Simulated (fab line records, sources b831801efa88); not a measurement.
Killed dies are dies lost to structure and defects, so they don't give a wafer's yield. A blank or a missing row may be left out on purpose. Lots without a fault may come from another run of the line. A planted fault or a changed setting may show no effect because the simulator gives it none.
Which tool did it? | flow sky130 | 12 lots, 36 wafers sampled, at 1 step of a route of 708

WHAT THE GAUGES READ, wafer by wafer
SKY_METAL4_CD_MEAS_13: target cd 300 nm. Usual: cd_nm 299.9 nm, standard deviation 1.4.
lot  | measured     | on        | cd_nm (nm)        | flag
L738 | day 41 23:38 | cd_sem-02 | 297.3 297.3 297.3 |
L739 | day 42 03:32 | cd_sem-02 | 299.7 299.8 299.0 |
L740 | day 42 08:20 | cd_sem-02 | 300.6 300.2 300.9 |
L741 | day 43 09:49 | cd_sem-01 | 300.7 300.6 299.8 |
L742 | day 44 07:55 | cd_sem-02 | 300.0 299.1 299.6 |
L746 | day 44 12:32 | cd_sem-02 | 302.4 301.3 300.8 |
L747 | day 44 14:52 | cd_sem-02 | 299.1 297.6 298.3 |
L749 | day 45 10:35 | cd_sem-02 | 301.1 302.1 302.4 |
L752 | day 45 21:31 | cd_sem-02 | 300.9 301.4 301.5 |
L758 | day 47 06:23 | cd_sem-02 | 300.6 302.0 301.6 |
L759 | day 47 11:30 | cd_sem-02 | 301.9 301.8 299.9 |
L760 | day 47 13:29 | cd_sem-01 | 298.8 299.9 299.1 |

WHICH TOOL RAN EACH LOT (tool, then ch and the chambers of the sampled wafers, then the start)
The record holds no process step before these readings.

WHAT THE TOOLS THEMSELVES READ (means of the sampled wafers that have a number; where no wafer has one, the mark that the record gives instead)
The record holds no such reading with a usual standard deviation.

THE ANSWER, worked out from the rows above alone
Rule: a lot is off if the mean of its wafers that have a number lies more than 3 standard deviations from the usual mean. A lot without any number at a reading at which 4 lots or more have one is off too. The other lots that the step has rows for count as sound. The gauges are gone through in route order, then the tools' own readings, and for those a lot's mean is taken as printed above. The first step at which some lot is off is used, and at that step the reading that is off furthest; a lot without a number counts as furthest.
No lot is off at any reading shown: from this, nothing can be told.

WHAT THE SIMULATOR HAD PUT IN
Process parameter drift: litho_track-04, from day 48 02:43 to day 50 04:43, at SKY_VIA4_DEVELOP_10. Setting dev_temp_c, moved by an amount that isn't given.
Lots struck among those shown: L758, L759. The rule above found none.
